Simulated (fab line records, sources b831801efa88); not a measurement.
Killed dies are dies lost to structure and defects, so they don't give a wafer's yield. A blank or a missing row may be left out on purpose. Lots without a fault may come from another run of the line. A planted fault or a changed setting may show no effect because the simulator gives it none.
Split-lot experiment | flow sfq_line | 5 lots, 23 wafers read, on a route of 325 steps

THE SPLIT
At SFQ_TRILAYER_M3_LITHO_COAT_080 (resist thk 62 nm), the setting spin_rpm was moved away from the recipe's 3000 rpm on 9 of the 23 wafers read, by -7.0% to +3.4%. The other wafers ran this setting at the recipe's value.

The reading is taken at the split's own step.

THE READING
BARC_of_TRILAYER_M3_LITHO_COAT_080.thk_nm (the simulator's own value, which no gauge read), in nm, at SFQ_TRILAYER_M3_LITHO_COAT_080 (resist thk 62 nm). The file gives no usual value for it. The 14 wafers here that ran the recipe average 62.10 nm, standard deviation 0.14 nm.

wafer  | tool, chamber at the split | spin_rpm as run, rpm | against the recipe | BARC_of_TRILAYER_M3_LITHO_COAT_080.thk_nm, nm | against lot-mates on the recipe
L074.1 | litho_track-03, 0          | 2789                 | -7.0%              | 64.59                                         | +2.51
L074.2 | litho_track-03, 0          | 3000                 | recipe             | 61.98                                         | -
L074.3 | litho_track-03, 0          | 3000                 | recipe             | 62.13                                         | -
L074.6 | litho_track-03, 0          | 3000                 | recipe             | 62.13                                         | -
L074.5 | litho_track-03, 0          | 2789                 | -7.0%              | 64.43                                         | +2.35
L075.1 | litho_track-04, 0          | 3101                 | +3.4%              | 61.01                                         | -0.95
L075.2 | litho_track-04, 0          | 3000                 | recipe             | 61.81                                         | -
L075.3 | litho_track-04, 0          | 3101                 | +3.4%              | 60.94                                         | -1.02
L075.5 | litho_track-04, 0          | 3000                 | recipe             | 62.18                                         | -
L075.6 | litho_track-04, 0          | 3000                 | recipe             | 61.9                                          | -
L078.1 | litho_track-04, 0          | 3000                 | recipe             | 62.05                                         | -
L078.2 | litho_track-04, 0          | 2871                 | -4.3%              | 63.41                                         | +1.20
L078.3 | litho_track-04, 0          | 3000                 | recipe             | 62.33                                         | -
L078.4 | litho_track-04, 0          | 3000                 | recipe             | 62.25                                         | -
L078.5 | litho_track-04, 0          | 2871                 | -4.3%              | 63.52                                         | +1.31
L079.2 | litho_track-02, 0          | 3000                 | recipe             | 62.29                                         | -
L079.4 | litho_track-02, 0          | 3000                 | recipe             | 62.05                                         | -
L079.6 | litho_track-02, 0          | 3000                 | recipe             | 62.01                                         | -
L082.2 | litho_track-02, 0          | 2867                 | -4.4%              | 63.7                                          | +1.57
L082.3 | litho_track-02, 0          | 2867                 | -4.4%              | 63.67                                         | +1.54
L082.4 | litho_track-02, 0          | 3000                 | recipe             | 62.07                                         | -
L082.5 | litho_track-02, 0          | 3000                 | recipe             | 62.19                                         | -
L082.6 | litho_track-02, 0          | 2867                 | -4.4%              | 63.76                                         | +1.63

THE FIT
A straight line over all 23 wafers: BARC_of_TRILAYER_M3_LITHO_COAT_080.thk_nm changes by -0.343 nm for each +1% of spin_rpm; r = -0.99; the points scatter about the line by 0.13 nm.
The same after taking each lot's own level away (the mean of its wafers on the recipe; 23 wafers): -0.331 nm for each +1%; r = -0.99; scatter 0.13 nm.
On that fit, the largest move of spin_rpm shifts the reading by 2.3 nm.
The lots' own levels span 61.963 to 62.210 nm, that is 1.7 times the standard deviation above.
So the lot-to-lot level changes the slope little: the two slopes agree.
Check: with one of the wafers moved furthest among these (-7.0%) left out of the fit, the line predicts +2.3 nm for it against its lot-mates. It came out at +2.51 nm against them.

OTHER SPLITS ON THESE WAFERS
These wafers also went through other splits before the reading. Each is held against what the fit with the lots' levels taken away leaves over:
other split on the same wafers               | wafers away from the commonest value | r with BARC_of_TRILAYER_M3_LITHO_COAT_080.thk_nm (lot level and that fit taken away)
SFQ_TRILAYER_I2_VIA_LITHO_EXPOSE_068 dose_mj | 4                                    | +0.32

THE FILE'S OWN FIT
BARC_of_TRILAYER_M3_LITHO_COAT_080.thk_nm changes by -0.332 nm for each +1% of spin_rpm, r = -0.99.
